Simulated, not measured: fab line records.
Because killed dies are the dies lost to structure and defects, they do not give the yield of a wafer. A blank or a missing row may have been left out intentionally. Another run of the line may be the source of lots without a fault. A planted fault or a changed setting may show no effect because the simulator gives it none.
fab line records	flow sky130
record: lots: 6	wafers: 16	lastDay: 50
route steps=708 shown VIA2@527 METAL3@532 CAPM@537 PAD_OPEN@708
lots with no fault: from the same line, run without faults
startH: start of the lot's first displayed wafer, in hours after the record's first day	waitH: hours from the lot's prior step to this one	" same as the row above	L1.1+2: one row covering several wafers at once	- either no value or no given start	* or withheld: withheld	< > ~ a bound
route shown NAME@n: a module of which the file shows steps, and the number in the route of the first	usual: mean and standard deviation over wafers with no fault	same: alike in all rows	chamber/n: place in a boat	sites: the reading at each site	_std_site: standard deviation of those values	_edge_site: outer sites' mean less inner sites'	radiusMm: for every site, how far away it sits from the centre of the wafer	mask NAME#n: copy n	behind: tool/chamber where the wafer was last shaped	hold: what put the lot on hold/how long, in hours/how the hold closed	device: whichever transistor did not switch (one of n, p or np)	end of line: the route-end tests of the same wafers	for a step that has no rows: nothing shown but its recipe	killed: count of dies lost to structure and defects at first sort (not the wafer's yield)	map: dies across one wafer; x = killed, . = not, _ = none there
set.NAME: the run value of the setting; set.NAME@STEP: its run value at that earlier step	model.NAME: the simulator's own value behind a step, which no gauge read
lots at some steps of the route; a table a step, a row a wafer
services: the hour from which a tool's chamber was out of use, counted from the record's first day as startH (under 0 if before that day), plus the number of hours and why
== steps ==
step: SKY_VIA2_SPUTTER_20
recipe: material: TiN	targetThkNm: 20	chamberPressurePa: 5	powerW: 4000	timeS: 80
usual: throttleValvePct: 30.1/1.2
lot.wafer	tool	chamber	startH	waitH	throttleValvePct
L633.2	pvdSputter-03	-	888.50	0.0	30.1
L633.3	"	-	"	"	29.8
L633.5	"	-	"	"	30.8
L634.1	pvdSputter-03	-	912.33	0.0	28.0
L634.3	"	-	"	"	30.1
L634.5	"	-	"	"	30.1
L637.1	pvdSputter-03	-	934.71	0.0	30.3
L637.2	"	-	"	"	31.1
L637.4	"	-	"	"	30.0
L639.5	pvdSputter-02	-	939.08	0.0	28.8
L648.1	pvdSputter-03	-	988.29	0.0	30.9
L648.3	"	-	"	"	30.4
L648.6	"	-	"	"	30.0
L650.2	pvdSputter-02	-	993.08	0.0	30.2
L650.3	"	-	"	"	32.3
L650.4	"	-	"	"	31.1
step: SKY_VIA2_CVD_21
recipe: material: W	targetThkNm: 420	timeS: 126.4	tempC: 400	pressureTorr: 40
step: SKY_VIA2_RS_MEAS_22
recipe: thkMeasGauge: four-point-probe	reads: W_of_VIA2_CVD_21+TiN_of_VIA2_SPUTTER_20
usual: VIA2_W_RS: 0.2741/0.0026
lot.wafer	tool	chamber	startH	waitH	VIA2_W_RS[ohm/sq]
L633.2	filmMetro-02	-	888.71	0.1	0.2691
L633.3	"	-	"	"	0.2707
L633.5	"	-	"	"	0.2701
L634.1	filmMetro-04	-	912.52	0.1	0.2752
L634.3	"	-	"	"	0.2703
L634.5	"	-	"	"	0.2738
L637.1	filmMetro-02	-	934.90	0.1	0.2775
L637.2	"	-	"	"	0.2747
L637.4	"	-	"	"	0.2752
L639.5	filmMetro-02	-	939.38	0.1	0.2790
L648.1	filmMetro-01	-	988.48	0.1	0.2769
L648.3	"	-	"	"	0.2777
L648.6	"	-	"	"	0.2760
L650.2	filmMetro-02	-	993.30	0.1	0.2747
L650.3	"	-	"	"	0.2778
L650.4	"	-	"	"	0.2759
step: SKY_VIA2_THK_MEAS_23
recipe: thkMeasGauge: xrf	reads: W_of_VIA2_CVD_21
usual: VIA2_W_THK: 435/14
lot.wafer	tool	chamber	startH	waitH	VIA2_W_THK[nm]
L633.2	filmMetro-02	-	888.82	0.1	430
L633.3	"	-	"	"	432
L633.5	"	-	"	"	430
L634.1	filmMetro-04	-	912.64	0.1	429
L634.3	"	-	"	"	439
L634.5	"	-	"	"	433
L637.1	filmMetro-02	-	935.02	0.1	419
L637.2	"	-	"	"	423
L637.4	"	-	"	"	421
L639.5	filmMetro-02	-	939.46	0.1	415
L648.1	filmMetro-01	-	988.60	0.1	444
L648.3	"	-	"	"	447
L648.6	"	-	"	"	450
L650.2	filmMetro-02	-	993.41	0.1	418
L650.3	"	-	"	"	416
L650.4	"	-	"	"	416
step: SKY_VIA2_CMP_24
recipe: stopOn: SiO2	tOverpolishS: 20	downForcePsi: 3.5	platenRpm: 60	targetThkNm: 0	padVelocityMS: 0.94248
usual: motorCurrentA: 11.5/1.3	overpolishRunS: 19.999/0.01	timeToEndpointS: 102/4.5
lot.wafer	tool	chamber	startH	waitH	motorCurrentA	overpolishRunS	timeToEndpointS
L633.2	cmp-02	3	888.87	0.0	12.0	20.000	102
L633.3	"	2	"	"	12.9	19.986	104
L633.5	"	0	"	"	10.8	20.004	100
L634.1	cmp-02	1	912.98	0.3	12.7	19.983	101
L634.3	"	3	"	"	12.1	20.009	101
L634.5	"	2	"	"	12.0	19.995	100
L637.1	cmp-01	2	935.08	0.1	12.6	19.988	100
L637.2	"	3	"	"	9.3	20.013	111
L637.4	"	1	"	"	11.7	20.004	103
L639.5	cmp-02	1	939.68	0.2	12.1	19.999	99
L648.3	cmp-01	0	988.66	0.0	9.0	19.997	102
L648.1	"	3	"	"	9.4	20.001	110
L648.6	"	1	"	"	11.7	19.986	105
L650.4	cmp-01	3	993.46	0.0	9.2	19.992	111
L650.2	"	0	"	"	9.3	19.994	102
L650.3	"	1	"	"	11.2	19.996	105
step: SKY_METAL3_SPUTTER_00
recipe: material: Ti	targetThkNm: 15	powerW: 3000	timeS: 10	chamberPressurePa: 0.4
usual: throttleValvePct: 30.0/1.4
lot.wafer	tool	chamber	startH	waitH	throttleValvePct
L633.2	pvdSputter-04	-	889.17	0.2	29.1
L633.3	"	-	"	"	28.7
L633.5	"	-	"	"	29.1
L634.1	pvdSputter-01	-	913.28	0.2	29.8
L634.3	"	-	"	"	30.8
L634.5	"	-	"	"	30.7
L637.1	pvdSputter-04	-	935.38	0.2	32.9
L637.2	"	-	"	"	28.8
L637.4	"	-	"	"	31.3
L639.5	pvdSputter-03	-	939.79	0.1	31.0
L648.1	pvdSputter-01	-	988.96	0.1	29.9
L648.3	"	-	"	"	28.2
L648.6	"	-	"	"	30.1
L650.2	pvdSputter-03	-	993.76	0.2	30.0
L650.3	"	-	"	"	30.0
L650.4	"	-	"	"	30.8
step: SKY_METAL3_SPUTTER_01
recipe: material: TiN	targetThkNm: 20	powerW: 6500	timeS: 16.7	chamberPressurePa: 0.4
step: SKY_METAL3_SPUTTER_02
recipe: material: AlCu	targetThkNm: 735	powerW: 10600	timeS: 39.1	chamberPressurePa: 0.4
step: SKY_METAL3_SPUTTER_03
recipe: material: Ti	targetThkNm: 5	powerW: 3000	timeS: 3.3	chamberPressurePa: 0.4
step: SKY_METAL3_SPUTTER_04
recipe: material: TiN	targetThkNm: 70	powerW: 6500	timeS: 58.3	chamberPressurePa: 0.4
usual: throttleValvePct: 30.0/1.4
lot.wafer	tool	chamber	startH	waitH	throttleValvePct
L633.2	pvdSputter-04	-	889.27	0.0	28.8
L633.3	"	-	"	"	29.1
L633.5	"	-	"	"	28.9
L634.1	pvdSputter-01	-	913.38	0.0	30.2
L634.3	"	-	"	"	30.6
L634.5	"	-	"	"	30.9
L637.1	pvdSputter-04	-	935.49	0.0	33.3
L637.2	"	-	"	"	28.9
L637.4	"	-	"	"	31.3
L639.5	pvdSputter-03	-	939.91	0.0	30.8
L648.1	pvdSputter-01	-	989.06	0.0	29.9
L648.3	"	-	"	"	28.2
L648.6	"	-	"	"	29.6
L650.2	pvdSputter-03	-	993.86	0.0	29.9
L650.3	"	-	"	"	30.0
L650.4	"	-	"	"	30.8
step: SKY_CAPM_CVD_00
recipe: material: SiO2	targetThkNm: 15.5	tempC: 400	timeS: withheld	rfW: 450
step: SKY_CAPM_THK_MEAS_01
recipe: reads: SiO2_of_CAPM_CVD_00
usual: CAPM_CVD_00_THK: 15.54/0.24
lot.wafer	tool	chamber	startH	waitH	CAPM_CVD_00_THK[nm]
L633.2	filmMetro-01	-	889.35	-	15.42
L633.3	"	-	"	"	15.51
L633.5	"	-	"	"	15.77
L634.1	filmMetro-02	-	913.46	-	15.31
L634.3	"	-	"	"	15.48
L634.5	"	-	"	"	15.61
L637.1	filmMetro-03	-	935.56	-	15.53
L637.2	"	-	"	"	15.17
L637.4	"	-	"	"	15.43
L639.5	filmMetro-03	-	940.00	-	15.71
L648.1	filmMetro-03	-	989.13	-	15.26
L648.3	"	-	"	"	15.69
L648.6	"	-	"	"	15.48
L650.2	filmMetro-01	-	993.94	-	15.43
L650.3	"	-	"	"	15.24
L650.4	"	-	"	"	15.79
step: SKY_CAPM_SPUTTER_02
recipe: material: TiN	targetThkNm: 200	tempC: 300	powerW: 6500	timeS: 166.7	chamberPressurePa: 0.4
usual: throttleValvePct: 30.4/1.4
lot.wafer	tool	chamber	startH	waitH	throttleValvePct	model.TiN_of_CAPM_SPUTTER_02.thkNm
L633.2	pvdSputter-02	-	889.40	0.0	30.2	201.1
L633.3	"	-	"	"	32.1	202.2
L633.5	"	-	"	"	31.2	201.2
L634.1	pvdSputter-02	-	913.52	0.1	28.6	199.6
L634.3	"	-	"	"	32.1	201.4
L634.5	"	-	"	"	31.1	198.5
L637.1	pvdSputter-02	-	935.62	0.1	32.1	199.9
L637.2	"	-	"	"	28.8	209.6
L637.4	"	-	"	"	30.9	197.4
L639.5	pvdSputter-02	-	940.07	0.1	28.6	209
L648.1	pvdSputter-04	-	989.19	0.1	33.0	197.3
L648.3	"	-	"	"	29.0	193.8
L648.6	"	-	"	"	31.4	199.3
L650.2	pvdSputter-01	-	993.99	0.0	29.8	202.3
L650.3	"	-	"	"	28.4	203.3
L650.4	"	-	"	"	29.9	202.2
step: SKY_CAPM_RS_MEAS_03
recipe: thkMeasGauge: four-point-probe	reads: TiN_of_CAPM_SPUTTER_02
usual: CAPM_TIN_RS: 6.92/0.08
lot.wafer	tool	chamber	startH	waitH	CAPM_TIN_RS[ohm/sq]
L633.2	filmMetro-02	-	889.53	0.1	6.86
L633.3	"	-	"	"	6.83
L633.5	"	-	"	"	6.87
L634.1	filmMetro-02	-	913.62	0.1	6.91
L634.3	"	-	"	"	6.85
L634.5	"	-	"	"	6.95
L637.1	filmMetro-02	-	935.73	0.1	6.91
L637.2	"	-	"	"	6.56
L637.4	"	-	"	"	6.99
L639.5	filmMetro-02	-	940.21	0.1	6.61
L648.1	filmMetro-01	-	989.30	0.1	7.02
L648.3	"	-	"	"	7.13
L648.6	"	-	"	"	6.94
L650.2	filmMetro-02	-	994.12	0.1	6.81
L650.3	"	-	"	"	6.79
L650.4	"	-	"	"	6.82
step: SKY_CAPM_THK_MEAS_04
recipe: thkMeasGauge: xrf	reads: TiN_of_CAPM_SPUTTER_02
usual: CAPM_TIN_THK: 198.0/2.2
lot.wafer	tool	chamber	startH	waitH	CAPM_TIN_THK[nm]
L633.2	filmMetro-02	-	889.64	0.1	200.7
L633.3	"	-	"	"	200.2
L633.5	"	-	"	"	199.9
L634.1	filmMetro-02	-	913.74	0.1	198.0
L634.3	"	-	"	"	199.6
L634.5	"	-	"	"	197.2
L637.1	filmMetro-02	-	935.85	0.1	198.0
L637.2	"	-	"	"	207.9
L637.4	"	-	"	"	195.6
L639.5	filmMetro-02	-	940.29	0.1	207.6
L648.1	filmMetro-01	-	989.42	0.1	195.5
L648.3	"	-	"	"	192.9
L648.6	"	-	"	"	197.9
L650.2	filmMetro-02	-	994.23	0.1	201.1
L650.3	"	-	"	"	201.2
L650.4	"	-	"	"	200.7
step: SKY_CAPM_DEHYDRATE_05
recipe: tempC: 200	timeS: 60
step: SKY_CAPM_HMDS_06
recipe: primeTimeS: 60	primeTempC: 120
step: SKY_CAPM_COAT_07
recipe: resist: NOVOLAK	spinRpm: 3000	resistThkNm: 1140
step: SKY_CAPM_SOFTBAKE_08
recipe: tempC: 90	timeS: 60	resist: NOVOLAK
step: SKY_CAPM_EXPOSE_09
recipe: maskId: CAPM	na: 0.6	sourceShape: conventional	sigmaOuter: 0.6	polarization: unpolarized	targetCdNm: 1000	doseMj: 159
step: SKY_CAPM_PEB_10
recipe: tempC: withheld	timeS: *	resist: NOVOLAK
step: SKY_CAPM_DEVELOP_11
recipe: resist: NOVOLAK	developer: TMAH	developTimeS: 60	devTempC: 23
step: SKY_CAPM_OVL_MEAS_12
usual: CAPM_OVL: -0.5/1.2
lot.wafer	tool	chamber	startH	waitH	CAPM_OVL[nm]
L633.2	overlay-01	-	914.58	0.1	0.8
L633.3	"	-	"	"	0.0
L633.5	"	-	"	"	1.2
L634.1	overlay-01	-	939.47	0.1	1.5
L634.3	"	-	"	"	1.7
L634.5	"	-	"	"	2.9
L637.1	overlay-01	-	959.78	0.1	-1.6
L637.2	"	-	"	"	0.5
L637.4	"	-	"	"	-0.9
L639.5	overlay-01	-	964.45	0.0	-0.7
L648.1	overlay-01	-	1013.68	0.1	-1.3
L648.3	"	-	"	"	-0.5
L648.6	"	-	"	"	0.0
L650.2	overlay-02	-	1018.09	0.1	-2.5
L650.3	"	-	"	"	-0.8
L650.4	"	-	"	"	-1.0
step: SKY_CAPM_METAL_ETCH_13
recipe: targetDepthNm: 220	stopOn: SiO2	chemistry: Cl2/BCl3	target: TiN	pressureMtorr: 10	icpW: 900	biasW: 48.5	Cl2_flow_sccm: 60	bcl3FlowSccm: 30	timeS: 62.9
usual: chamberPressureMTorr: 10.000/0.0091	drypumpMotorCurrentA: 5.3/0.54	heBacksideLeakSccm: 3.43/0.29	oesProductAu: 0.940/0.0074	throttleValvePct: 21.902/0.0098
lot.wafer	tool	chamber	startH	waitH	chamberPressureMTorr	drypumpMotorCurrentA	heBacksideLeakSccm	oesProductAu	rfHoursCounterH	throttleValvePct	model.etch.depthNm	model.CAPM.featureDepthNm
L633.2	rieMetal-04	1	914.61	0.0	10.003	6.3	3.62	0.943	12	21.903	201.1	201.1
L633.3	"	0	"	"	10.007	5.5	3.47	0.946	-	21.894	202.2	202.2
L633.5	"	0	"	"	10.013	5.5	3.47	0.937	-	21.906	201.2	201.2
L634.1	rieMetal-04	0	939.51	0.0	9.995	5.5	3.44	0.948	5	21.892	199.6	199.6
L634.3	"	0	"	"	10.001	5.5	3.46	0.942	-	21.893	201.4	201.4
L634.5	"	1	"	"	10.017	6.4	3.46	0.938	-	21.899	198.5	198.5
L637.1	rieMetal-02	0	959.81	0.0	10.003	4.7	3.39	0.944	20	21.890	199.9	199.9
L637.2	"	0	"	"	9.992	4.7	3.35	0.970	-	21.884	209.6	209.6
L637.4	"	0	"	"	10.000	4.7	3.29	0.935	-	21.928	197.4	197.4
L639.5	rieMetal-02	0	964.56	0.1	9.996	4.7	3.25	0.956	-	21.889	209	209
L648.1	rieMetal-04	1	1013.72	0.0	10.004	6.3	3.51	0.940	17	21.905	197.3	197.3
L648.3	"	0	"	"	10.005	5.5	3.50	0.923	-	21.910	193.8	193.8
L648.6	"	1	"	"	10.001	6.3	3.35	0.938	-	21.911	199.3	199.3
L650.2	rieMetal-03	0	1018.12	0.0	10.005	4.9	3.27	0.942	9	21.893	202.3	202.3
L650.3	"	0	"	"	10.004	4.9	3.23	0.953	-	21.903	203.3	203.3
L650.4	"	1	"	"	10.001	5.5	3.71	0.940	-	21.890	202.2	202.2
step: SKY_CAPM_STRIP_14
recipe: chemistry: O2/N2	powerW: 1400	pressureMtorr: 1500	platenTempC: withheld	o2FlowSccm: 3000	n2FlowSccm: 300	overashFraction: 0.5
step: SKY_CAPM_STRIP_15
recipe: chemistry: postEtchResidueRemover	timeS: 1200	tempC: 72.5
step: SKY_CAPM_CLEAN_16
recipe: chemistry: IPA	timeS: 180	tempC: 25
step: SKY_CAPM_CLEAN_17
recipe: chemistry: O3/DIW	dry: n2Spin
step: SKY_METAL3_DEHYDRATE_05
recipe: tempC: 200	timeS: 60
step: SKY_METAL3_HMDS_06
recipe: primeTimeS: 60	primeTempC: 120
step: SKY_METAL3_COAT_07
recipe: resist: BARC	tempC: withheld	timeS: withheld	spinRpm: 3000	resistThkNm: 60
step: SKY_METAL3_COAT_08
recipe: resist: KrF-thick	spinRpm: 3000	resistThkNm: 1140
step: SKY_METAL3_SOFTBAKE_09
recipe: tempC: 100	timeS: 90	resist: KrF-thick
step: SKY_METAL3_EXPOSE_10
recipe: maskId: MM3	na: 0.68	sourceShape: annular	sigmaInner: 0.4	sigmaOuter: 0.8	targetCdNm: 300	doseMj: 28
step: SKY_METAL3_PEB_11
recipe: pebTempC: withheld	pebTimeS: withheld	resist: KrF-thick
step: SKY_METAL3_DEVELOP_12
recipe: developTimeS: 60	resist: KrF-thick	devTempC: 21
step: SKY_METAL3_CD_MEAS_13
recipe: targetCdNm: 300
usual: cdNm: 299.7/1.5
lot.wafer	tool	chamber	startH	waitH	cdNm
L633.2	cdSem-01	-	941.50	-	300.6
L633.3	"	-	"	"	298.8
L633.5	"	-	"	"	299.8
L634.1	cdSem-02	-	964.28	-	298.3
L634.3	"	-	"	"	297.6
L634.5	"	-	"	"	298.3
L637.1	cdSem-01	-	984.73	-	299.1
L637.2	"	-	"	"	299.6
L637.4	"	-	"	"	299.3
L639.5	cdSem-01	-	988.85	-	302.1
L648.1	cdSem-02	-	1037.07	-	297.3
L648.3	"	-	"	"	299.8
L648.6	"	-	"	"	299.3
L650.2	cdSem-01	-	1041.71	-	297.7
L650.3	"	-	"	"	298.0
L650.4	"	-	"	"	298.8
step: SKY_METAL3_OVL_MEAS_14
usual: METAL3_OVL: -2/6
lot.wafer	tool	chamber	startH	waitH	METAL3_OVL[nm]
L633.2	overlay-01	-	941.61	0.1	3
L633.3	"	-	"	"	8
L633.5	"	-	"	"	3
L634.1	overlay-02	-	964.40	0.1	-2
L634.3	"	-	"	"	1
L634.5	"	-	"	"	1
L637.1	overlay-02	-	984.85	0.1	0
L637.2	"	-	"	"	1
L637.4	"	-	"	"	-1
L639.5	overlay-01	-	988.92	0.0	-1
L648.1	overlay-02	-	1037.19	0.1	6
L648.3	"	-	"	"	3
L648.6	"	-	"	"	3
L650.2	overlay-02	-	1041.81	0.1	-2
L650.3	"	-	"	"	-6
L650.4	"	-	"	"	-5
step: SKY_METAL3_DESCUM_15
recipe: chemistry: O2	sourcePowerW: 150	biasPowerW: 0	pressureMtorr: 10	tempC: 40	timeS: 8
step: SKY_METAL3_ETCH_16
recipe: chemistry: N2/H2	target: BARC	ionEnergyEv: 200	biasW: 100	pressureMtorr: 30	n2FlowSccm: 100	h2FlowSccm: 200	icpW: 500	stopOn: SiO2	timeS: 88.2	targetDepthA: 600
step: SKY_METAL3_ETCH_17
recipe: target: SiO2	stopOn: TiN	chemistry: C4F8/O2/Ar	sourceW: 1500	biasW: 1200	pressureMtorr: 40	c4f8FlowSccm: withheld	O2_flow_sccm: 6	Ar_flow_sccm: 300	timeS: 3.9	targetDepthA: 150
usual: chamberPressureMTorr: 40.00/0.037	oesProductAu: 0.756/0.0079
lot.wafer	tool	chamber	startH	waitH	chamberPressureMTorr	oesProductAu
L633.2	rieDiel-02	1	941.77	0.1	39.99	0.752
L633.3	"	3	"	"	40.07	0.755
L633.5	"	1	"	"	40.03	0.760
L634.1	rieDiel-02	2	964.70	0.2	39.94	0.749
L634.3	"	0	"	"	40.01	0.749
L634.5	"	2	"	"	40.01	0.758
L637.1	rieDiel-02	0	985.02	0.1	39.99	0.759
L637.2	"	3	"	"	39.93	0.746
L637.4	"	1	"	"	40.05	0.759
L639.5	rieDiel-03	1	989.07	0.0	40.05	0.750
L648.1	rieDiel-03	0	1037.36	0.1	40.01	0.753
L648.3	"	1	"	"	40.02	0.757
L648.6	"	2	"	"	39.95	0.755
L650.2	rieDiel-03	3	1041.97	0.1	40.00	0.749
L650.3	"	0	"	"	39.98	0.745
L650.4	"	1	"	"	39.99	0.764
step: SKY_METAL3_METAL_ETCH_18
recipe: targetDepthA: 8450	stopOn: SiO2	overEtchFrac: 0.3	timeS: 183.1	chemistry: Cl2/BCl3	resistSidewallDeg: 88	pressureMtorr: 10	icpW: 900	biasW: 48.5	Cl2_flow_sccm: 60	bcl3FlowSccm: 30
step: SKY_METAL3_STRIP_20
recipe: chemistry: postEtchResidueRemover	timeS: 1200	tempC: 72.5
lot.wafer	tool	chamber	startH	waitH	model.TiN_of_CAPM_SPUTTER_02.thkNm
L633.2	wetBench-03	1	942.07	0.1	200.2
L633.3	"	1	"	"	201.3
L633.5	"	1	"	"	200.4
L634.1	wetBench-03	2	965.00	0.1	198.7
L634.3	"	2	"	"	200.5
L634.5	"	2	"	"	197.7
L637.1	wetBench-01	3	985.32	0.1	199
L637.2	"	3	"	"	208.8
L637.4	"	3	"	"	196.6
L639.5	wetBench-01	1	989.53	0.0	208.2
L648.1	wetBench-04	2	1037.66	0.1	196.5
L648.3	"	2	"	"	193
L648.6	"	2	"	"	198.5
L650.2+4	wetBench-01	0	1042.27	0.1	201.4
L650.3	"	0	"	"	202.5
step: SKY_PAD_OPEN_PROBE_99
usual: killed_at_M0_to_M3: 42/6.2	killed_at_M4_up: 3.0/1.8	killedAtContacts: 25/5.9	killedAtFrontEnd: 15/4.5	killedAtOther: 0.2/0.45	killedDies: 85/9.9	killedOpen: 47/6.7	killedShort: 39/6.4
same: grossDies: 492	killedAtBackSide: 0
lot.wafer	tool	chamber	startH	waitH	killed_at_M0_to_M3	killed_at_M4_up	killedAtContacts	killedAtFrontEnd	killedAtOther	killedDies	killedOpen	killedShort	model.etest.capMim.plateOhmSq
L633.2	prober-02	-	1108.39	0.1	31	0	34	13	0	78	46	32	5.903
L633.3	prober-02	-	1108.44	0.2	32	3	33	14	0	82	48	34	5.931
L633.5	prober-02	-	1108.54	0.2	44	3	24	20	0	91	51	40	5.943
L634.1	prober-01	-	1131.09	0.1	51	7	28	15	0	101	59	42	5.954
L634.3	prober-01	-	1131.19	0.2	33	6	23	20	0	82	51	31	5.999
L634.5	prober-01	-	1131.29	0.2	36	2	29	22	0	89	51	38	6.074
L637.1	prober-02	-	1145.44	0.1	44	5	30	13	0	92	53	39	5.95
L637.2	prober-02	-	1145.49	0.1	43	3	20	15	1	82	54	28	5.748
L637.4	prober-02	-	1145.59	0.2	41	4	23	14	0	82	44	38	6.08
L639.5	prober-02	-	1150.54	0.2	55	2	20	19	1	97	48	49	5.786
L648.1	prober-01	-	1188.21	0.1	45	7	28	17	0	97	56	41	6.058
L648.3	prober-01	-	1188.31	0.2	53	5	22	22	1	103	50	53	6.218
L648.6	prober-01	-	1188.46	0.2	48	2	17	12	1	80	44	36	6.027
L650.2	prober-01	-	1192.34	0.1	43	2	26	17	0	88	51	37	5.873
L650.3	prober-01	-	1192.39	0.2	36	3	18	22	1	80	47	33	5.902
L650.4	prober-01	-	1192.44	0.2	33	0	19	26	0	78	44	34	5.961
killed by level:class
L633.2 LI_CONTACT:geometricParticle:open=14 CONTACT:geometricParticle:open=10 VIA1:geometricParticle:open=6 VIA1:geometricParticle:short=5 VIA2:geometricParticle:open=5 FIELD_ISO:geometricParticle:open=4 METAL1:geometricParticle:short=4 LOCAL_INTERCONNECT:geometricParticle:short=4
L633.3 LI_CONTACT:geometricParticle:open=12 VIA1:geometricParticle:open=10 LI_CONTACT:geometricParticle:short=7 CONTACT:geometricParticle:short=6 VIA3:geometricParticle:open=6 VIA2:geometricParticle:open=6 POLY_GATE:geometricParticle:short=5 POLY_GATE:geometricParticle:open=5
L633.5 VIA3:geometricParticle:open=10 CONTACT:geometricParticle:open=9 VIA1:geometricParticle:open=8 VIA2:geometricParticle:open=7 LI_CONTACT:geometricParticle:open=6 VIA1:geometricParticle:short=6 FIELD_ISO:geometricParticle:short=5 POLY_GATE:geometricParticle:short=5
L634.1 VIA1:geometricParticle:open=10 CONTACT:geometricParticle:open=9 VIA2:geometricParticle:open=8 LI_CONTACT:geometricParticle:open=7 METAL2:geometricParticle:short=7 LI_CONTACT:geometricParticle:short=5 VIA1:geometricParticle:short=5 VIA3:geometricParticle:open=5
L634.3 CONTACT:geometricParticle:open=10 VIA1:geometricParticle:open=9 FIELD_ISO:geometricParticle:open=8 VIA2:geometricParticle:open=7 FIELD_ISO:geometricParticle:short=6 LI_CONTACT:geometricParticle:open=6 METAL4:geometricParticle:short=6 POLY_GATE:geometricParticle:open=4
L634.5 LI_CONTACT:geometricParticle:open=8 VIA1:geometricParticle:open=8 VIA2:geometricParticle:open=8 CONTACT:geometricParticle:open=7 CONTACT:geometricParticle:short=7 FIELD_ISO:geometricParticle:short=5 METAL1:geometricParticle:short=5 VIA3:geometricParticle:open=5
L637.1 VIA1:geometricParticle:open=21 CONTACT:geometricParticle:open=12 LI_CONTACT:geometricParticle:open=9 FIELD_ISO:geometricParticle:short=5 POLY_GATE:geometricParticle:short=5 CONTACT:geometricParticle:short=4 LI_CONTACT:geometricParticle:short=3 METAL1:geometricParticle:short=3
L637.2 VIA1:geometricParticle:open=10 LI_CONTACT:geometricParticle:open=8 CONTACT:geometricParticle:open=8 VIA2:geometricParticle:open=8 METAL2:geometricParticle:short=7 POLY_GATE:geometricParticle:open=5 VIA1:geometricParticle:short=5 FIELD_ISO:geometricParticle:open=3
L637.4 VIA1:geometricParticle:open=13 LI_CONTACT:geometricParticle:open=8 CONTACT:geometricParticle:short=7 METAL1:geometricParticle:short=5 CONTACT:geometricParticle:open=4 VIA1:geometricParticle:short=4 METAL2:geometricParticle:short=4 VIA3:geometricParticle:short=4
L639.5 VIA2:geometricParticle:open=12 VIA1:geometricParticle:open=10 VIA1:geometricParticle:short=6 FIELD_ISO:geometricParticle:short=5 FIELD_ISO:geometricParticle:open=5 POLY_GATE:geometricParticle:short=5 LI_CONTACT:geometricParticle:open=5 VIA3:geometricParticle:open=5
L648.1 VIA1:geometricParticle:open=16 LI_CONTACT:geometricParticle:open=11 CONTACT:geometricParticle:open=8 METAL1:geometricParticle:short=8 METAL4:geometricParticle:short=6 CONTACT:geometricParticle:short=5 POLY_GATE:geometricParticle:open=5 VIA2:geometricParticle:open=5
L648.3 VIA1:geometricParticle:open=12 FIELD_ISO:geometricParticle:short=8 VIA3:geometricParticle:open=8 CONTACT:geometricParticle:open=7 VIA2:geometricParticle:open=7 METAL1:geometricParticle:short=6 LOCAL_INTERCONNECT:geometricParticle:short=5 VIA2:geometricParticle:short=5
L648.6 VIA1:geometricParticle:open=9 VIA2:geometricParticle:open=8 METAL1:geometricParticle:short=7 VIA1:geometricParticle:short=6 METAL3:geometricParticle:short=6 VIA3:geometricParticle:open=6 LI_CONTACT:geometricParticle:open=5 CONTACT:geometricParticle:open=5
L650.2 CONTACT:geometricParticle:open=11 VIA3:geometricParticle:open=11 VIA1:geometricParticle:open=9 LI_CONTACT:geometricParticle:open=7 VIA1:geometricParticle:short=6 FIELD_ISO:geometricParticle:short=5 POLY_GATE:geometricParticle:open=5 VIA2:geometricParticle:open=5
L650.3 VIA1:geometricParticle:open=10 CONTACT:geometricParticle:open=8 POLY_GATE:geometricParticle:short=7 VIA2:geometricParticle:open=6 VIA3:geometricParticle:open=6 LI_CONTACT:geometricParticle:open=5 VIA1:geometricParticle:short=5 FIELD_ISO:geometricParticle:short=4
L650.4 LI_CONTACT:geometricParticle:open=8 VIA3:geometricParticle:open=7 SPACER:geometricParticle:short=6 CONTACT:geometricParticle:open=6 VIA1:geometricParticle:open=6 FIELD_ISO:geometricParticle:short=5 SPACER:geometricParticle:open=5 POLY_GATE:geometricParticle:open=4
== services ==
tool	chamber	startH	hours	kind
rieMetal-04	1	877.20	5.1	repair
rieMetal-02	-	885.70	1.4	pm
rieMetal-02	-	896.90	2.5	repair
cmp-01	-	898.91	0.6	repair
cmp-01	-	899.61	5.9	pm
rieMetal-02	1	906.05	13.9	repair
cmp-01	-	913.77	4.0	pm
rieDiel-02	-	926.02	0.2	repair
rieMetal-04	0	931.60	5.4	repair
rieDiel-03	3	937.78	2.5	repair
rieDiel-03	0	942.42	5.4	repair
pvdSputter-01	-	944.01	3.1	repair
rieMetal-02	1	944.44	20.5	repair
cmp-01	-	949.93	0.9	repair
pvdSputter-04	-	956.39	2.9	repair
cmp-01	-	958.95	3.0	pm
cmp-01	-	962.74	0.7	repair
cmp-01	-	967.68	1.0	repair
rieDiel-02	-	969.67	2.8	pm
rieDiel-03	0	975.41	4.7	repair
pvdSputter-04	-	980.03	1.2	repair
rieDiel-02	2	991.44	12.5	repair
rieMetal-02	-	997.25	2.8	pm
cmp-01	-	1001.59	17.6	pm
== key ==
firstSign: step: SKY_CAPM_RS_MEAS_03	reading: CAPM_TIN_RS	direction: down	sigmas: 4.3	usual: 6.92	struck: 6.58
effect: step: SKY_CAPM_THK_MEAS_04	reading: CAPM_TIN_THK	direction: up	sigmas: 4.3	usual: 198.0	struck: 207.7
effect: step: SKY_CAPM_METAL_ETCH_13	reading: oesProductAu	direction: up	sigmas: 3.2	usual: 0.940	struck: 0.963
modelEffect: step: SKY_CAPM_SPUTTER_02	value: TiN_of_CAPM_SPUTTER_02.thkNm	without: 199.8	struck: 209.3
modelEffect: step: SKY_CAPM_METAL_ETCH_13	value: etch.depthNm	without: 199.8	struck: 209.3
modelEffect: step: SKY_METAL3_STRIP_20	value: TiN_of_CAPM_SPUTTER_02.thkNm	without: 198.9	struck: 208.5
modelEffect: step: SKY_PAD_OPEN_PROBE_99	value: etest.capMim.plateOhmSq	without: 6.044	struck: 5.767
metAt SKY_CAPM_SPUTTER_02
struckWafers L637.2,L639.5
testerLeftOut L639
onsetBetween 913.52 935.62
earlierFault: kind: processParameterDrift	tool: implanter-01	chamber: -	onsetH: 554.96	steps: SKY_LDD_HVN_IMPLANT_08	channel: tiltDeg	offset: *	shape: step	endH: 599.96	actsIn: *	stated: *
fault: kind: processParameterDrift	tool: pvdSputter-02	chamber: -	onsetH: 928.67	steps: SKY_CAPM_SPUTTER_02	channel: targetThkNm	offset: 9.5887	shape: step	actsIn: theseRecipesOnly	stated: 200	scope: struckWafersOnly
testerLeftOut: of these lots the tester's yield and bins aren't shown, on N5 and GAA mostly nor the transistor test; their killed dies are dies lost to structure and defects alone, not to doping, threshold or leakage, so they don't give the yield
